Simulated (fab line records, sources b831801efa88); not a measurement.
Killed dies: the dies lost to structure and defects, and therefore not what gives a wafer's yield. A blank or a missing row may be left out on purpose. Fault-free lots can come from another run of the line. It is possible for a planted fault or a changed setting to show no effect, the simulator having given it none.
A lot that was struck, set against a sound lot ; flow gf180mcu ; 16 out of 602 route steps
Sound: these wafers, L473.2, L473.3, L473.4. Wafers L477.2, L477.3, L477.6 were the ones struck. Last of all comes the cause.
Each step with rows lists, per side, the tool, then ch with its chambers, then its first start. Under that, the readings that differ: sound wafers ; struck wafers ; difference of the means ; sigmas: that difference in standard deviations of wafers without a fault.
alike: readings with means less than 2 such deviations apart, plus words and numbers identical on both sides. not compared: withheld readings, readings lacking a value on some wafer, bounds such as >300 that could conceal the same value, and numbers that have no deviation in the record and whose values overlap.
Wherever a step has rows on one side only, a row that says differs or no value, or a row with sigmas, the two part there. Non-overlapping numbers with no deviation appear without sigmas and do not part them. A reading missing from all wafers of one side parts the sides only when that side holds two or more wafers.

first, 6 steps without rows for these wafers: GF_M4_HMDS_08 (prime time 60 s); GF_M4_COAT_09 (resist thk 1000 nm); GF_M4_SOFTBAKE_10 (time 60 s); GF_M4_EXPOSE_11 (exposes mask Metal4, target cd 280 nm); GF_M4_PEB_12 (peb time 90 s); GF_M4_DEVELOP_13 (develop time 60 s).
GF_M4_CD_MEAS_14: the cd target is 280 nm.
  struck on cd-sem-01, day 25 17:55; sound on cd-sem-01, day 23 22:55
  alike: cd-nm
GF_M4_OVL_MEAS_15:
  struck on overlay-02, day 25 18:02; sound on overlay-01, day 23 23:02
  alike: M4_OVL
GF_M4_METAL_ETCH_16: etches the open film in Cl2/BCl3, stops on SiO2, target depth 627.5 nm, time 104.6 s.
  sound on rie-metal-03 ch 0,1, day 23 23:04; struck on rie-metal-04 ch 0, day 25 18:04
reading;sound;struck;difference;sigmas
drypump-motor-current-A (A);6.0 6.1 6.7;5.0 5.1 5.1;-1.2;-3
oes-product-au (a.u.);0.957 0.964 0.968;0.976 0.982 0.976;+0.015;+2
throttle-valve-pct (%);28.254 28.273 28.269;28.232 28.245 28.244;-0.025;-3
  alike: he-backside-leak-sccm
  not compared: rf-hours-counter-h
GF_M4_STRIP_17: strips in O2/N2.
  sound on plasma-asher-03 ch 0,1, day 23 23:10; struck on plasma-asher-04 ch 0,1, day 25 18:10
  alike: drypump-motor-current-A, heater-power-w, oes-product-au, strip-time-to-endpoint-s
  not compared: rf-hours-counter-h
then, 2 steps without rows for these wafers: GF_M4_STRIP_18 (strips in post etch residue remover, time 1200 s); GF_M4_CLEAN_19 (cleans in DIW).
GF_V4_CVD_00: deposits SiO2, target thk 600 nm, time 100 s.
  sound on hdpcvd-01 ch 0,1,2, day 23 23:44; struck on hdpcvd-02 ch 0,1, day 25 18:42
reading;sound;struck;difference;sigmas
sih4-flow-sccm (sccm);59.91 59.88 60.20;48.05 48.03 48.25;-11.89;-74
model.SiO2_of_V4_CVD_00.thk-nm (nm);612.6 594.8 599.9;478.9 473.2 465.4;-129.9;
GF_V4_THK_MEAS_01:
  struck on film-metro-01, day 25 18:47; sound on film-metro-01, day 23 23:49
reading;sound;struck;difference;sigmas
V4_CVD_00_THK (nm);613 594 600;479 473 465;-130;-25
GF_V4_CVD_02: deposits SiO2 from TEOS, target thk 850 nm, time 94.851 s.
  sound on pecvd-01 ch 1,2, day 23 23:52; struck on pecvd-03 ch 1,2, day 25 18:50
  alike: heater-power-w
-- the record jumps here: 5 days lie between the struck wafers' starts before and after (it left off in module V4 and takes up again in module PASSIVATION, whose first step shown is number 602 of the route) --
GF_PASSIVATION_PROBE_99:
  rows exist in the record for the struck wafers here (prober-02, day 31 04:31), but not for the sound ones

WHERE THEY PART
Earliest at GF_M4_METAL_ETCH_16; latest, in this record, at GF_PASSIVATION_PROBE_99.

WHY: what had been put in by the simulator
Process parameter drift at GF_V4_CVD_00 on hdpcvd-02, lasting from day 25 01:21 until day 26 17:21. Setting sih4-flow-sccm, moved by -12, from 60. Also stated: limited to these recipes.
